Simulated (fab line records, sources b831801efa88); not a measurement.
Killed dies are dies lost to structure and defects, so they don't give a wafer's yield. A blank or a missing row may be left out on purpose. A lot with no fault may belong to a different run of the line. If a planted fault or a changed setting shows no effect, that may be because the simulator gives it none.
Chamber matching -- flow sky130 -- rie_diel-03 running SKY_FIELD_ISO_ETCH_14: 3 sister chambers
The step etches BARC in N2/H2, stops on SiO2, time 45.9 s, target depth 60 nm. 14 wafers are shown with their chamber, then 6 later ones without.

WAFERS, EACH WITH ITS CHAMBER
wafer,chamber,drypump_motor_current_A (A),oes_product_au (a.u.),throttle_valve_pct (%)
L137.1,3,6.3,0.853,13.226
L137.2,1,6.6,0.845,13.219
L137.5,2,5.8,0.859,13.231
L138.4,1,6.6,0.854,13.239
L138.5,2,5.9,0.855,13.242
L138.6,3,6.3,0.858,13.217
L142.1,3,6.3,0.863,13.234
L142.3,2,5.9,0.856,13.217
L142.6,2,5.9,0.863,13.230
L143.2,3,6.3,0.848,13.229
L143.4,3,6.3,0.851,13.219
L143.6,2,5.8,0.866,13.231
L144.1,2,5.9,0.842,13.220
L144.2,1,6.6,0.858,13.233

SIGNATURES (averages over the wafers above)
reading,chamber 1,chamber 2,chamber 3,scatter within a chamber
drypump_motor_current_A,6.600,5.867,6.300,0.0348
oes_product_au,0.85233,0.85683,0.85460,0.00727
throttle_valve_pct,13.23033,13.22850,13.22500,0.00858
Rule: distance of a wafer from a chamber = root of the sum over the readings of ((wafer's reading minus chamber's mean) / reading's scatter) squared. The wafer belongs to the nearest chamber; if the next one is less than 2 further off, it can't be placed. How the scatter is found: for the shown wafers, subtract from each reading the mean of its chamber, square and add these, divide the total by (wafers less chambers), then take the root.

WAFERS WHOSE CHAMBER IS MISSING
wafer,drypump_motor_current_A (A),oes_product_au (a.u.),throttle_valve_pct (%)
L144.5,6.3,0.856,13.229
L147.3,6.4,0.855,13.227
L147.4,6.6,0.855,13.213
L147.6,6.6,0.857,13.239
L150.1,6.6,0.859,13.232
L150.5,5.8,0.850,13.218

EACH ONE'S CHAMBER
wafer,from the rows above,in truth
L144.5,3,3
L147.3,3,3
L147.4,1,1
L147.6,1,1
L150.1,1,1
L150.5,2,2
6 of 6 placed correctly. From these rows, 0 cannot be placed. Wrongly placed: 0.
